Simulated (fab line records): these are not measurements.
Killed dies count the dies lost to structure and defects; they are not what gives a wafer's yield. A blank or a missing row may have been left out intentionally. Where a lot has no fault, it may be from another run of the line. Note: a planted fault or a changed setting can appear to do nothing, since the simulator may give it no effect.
Check for tools in common ; flow sky130 ; Sampled: 13 lots, 39 wafers

## WHY IT WAS OPENED
Of 13 lots, 3 have the reading VT_ADJUST_HVTR_OVL flagged at SKY_VT_ADJUST_HVTR_OVL_MEAS_08. Fault-free wafers read -0.4 nm, with a standard deviation of 1.5.
Rule: a lot is flagged in two cases, either no wafer of it has a number, or all its wafers with numbers fall more than 4 standard deviations from that mean. As for the other lots, they are considered sound.

lot;measured;on;VT_ADJUST_HVTR_OVL (nm), wafer by wafer;flag
L586;day 10 02:41;overlay-02;3.3 0.7 0.0;
L590;day 10 22:24;overlay-01;-2.4 -0.4 0.1;
L591;day 11 07:36;overlay-01;-0.1 -1.9 0.8;
L592;day 11 12:39;overlay-01;-149.4 -151.0 -149.6;FLAGGED
L593;day 11 15:56;overlay-01;-1.6 -0.2 1.0;
L594;day 12 05:53;overlay-01;-148.9 -150.2 -149.7;FLAGGED
L595;day 12 06:35;overlay-01;-148.4 -150.0 -150.0;FLAGGED
L600;day 13 18:12;overlay-01;0.1 1.4 1.7;
L605;day 15 10:36;overlay-02;-1.4 -2.1 -1.1;
L606;day 15 20:20;overlay-02;0.1 0.8 -1.0;
L607;day 16 00:57;overlay-01;-1.1 1.4 2.2;
L608;day 16 04:56;overlay-01;0.2 0.2 4.1;
L609;day 16 08:48;overlay-02;1.8 2.6 0.6;
Averaged over the flagged lots the numbers come to -149.7 nm, -149.3 nm from the usual (-99 or more standard deviations).

## EACH LOT AND THE TOOL IT RAN ON
The record holds 1 process step before the reading, out of a route of 708 steps. Each cell gives the tool, then ch followed by the chambers the sampled wafers passed through, then the start.
lot;flag;SKY_VT_ADJUST_HVTR_EXPOSE_04
L586;;iline-stepper-01 ch 0, day 9 16:00
L590;;iline-stepper-02 ch 0, day 10 11:36
L591;;iline-stepper-02 ch 0, day 10 19:53
L592;FLAGGED;iline-stepper-02 ch 0, day 11 00:58
L593;;iline-stepper-01 ch 0, day 11 04:19
L594;FLAGGED;iline-stepper-02 ch 0, day 11 18:15
L595;FLAGGED;iline-stepper-02 ch 0, day 11 18:46
L600;;iline-stepper-01 ch 0, day 13 07:05
L605;;iline-stepper-01 ch 0, day 14 21:27
L606;;iline-stepper-01 ch 0, day 15 06:31
L607;;iline-stepper-01 ch 0, day 15 12:08
L608;;iline-stepper-01 ch 0, day 15 16:11
L609;;iline-stepper-01 ch 0, day 15 20:11
These steps, and what they do:
- SKY_VT_ADJUST_HVTR_EXPOSE_04: exposes mask HVTRM, target cd 380 nm.
- SKY_VT_ADJUST_HVTR_OVL_MEAS_08

## FLAGGED OVER TOTAL, TOOL BY TOOL (the gauges that took the reading come last)
step;tool;lots run;flagged;share of the flagged lots;sound lots run after its first flagged lot
SKY_VT_ADJUST_HVTR_EXPOSE_04;iline-stepper-01;8;0;none;-
SKY_VT_ADJUST_HVTR_EXPOSE_04;iline-stepper-02;5;3;all;0
SKY_VT_ADJUST_HVTR_OVL_MEAS_08;overlay-01;9;3;all;4 (L593,L600,L607,L608)
SKY_VT_ADJUST_HVTR_OVL_MEAS_08;overlay-02;4;0;none;-

## WHAT IS ALLOWED BY THE TABLE
Table rows that saw every flagged lot: 2, namely iline-stepper-02 at SKY_VT_ADJUST_HVTR_EXPOSE_04 and overlay-01 at SKY_VT_ADJUST_HVTR_OVL_MEAS_08.
- iline-stepper-02 at SKY_VT_ADJUST_HVTR_EXPOSE_04: 3 of its 5 lots flagged. A fault beginning between L591 (day 10 19:53), its last sound lot, and L592 (day 11 00:58), its first flagged one, fits the data.
- overlay-01 at SKY_VT_ADJUST_HVTR_OVL_MEAS_08: 3 of its 9 lots flagged. After the first flagged lot (L593, L600, L607, L608), sound lots still ran on it; a lasting fault on the whole tool would not permit that.
Left over: one tool, iline-stepper-02 at SKY_VT_ADJUST_HVTR_EXPOSE_04.

## WHAT THE SIMULATOR PUT IN
Scanner matching overlay: iline-stepper-02, from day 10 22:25 on, at SKY_VT_ADJUST_HVTR_EXPOSE_04. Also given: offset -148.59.
Shown lots that were struck: L592, L594, L595. The rule given above showed the same thing.
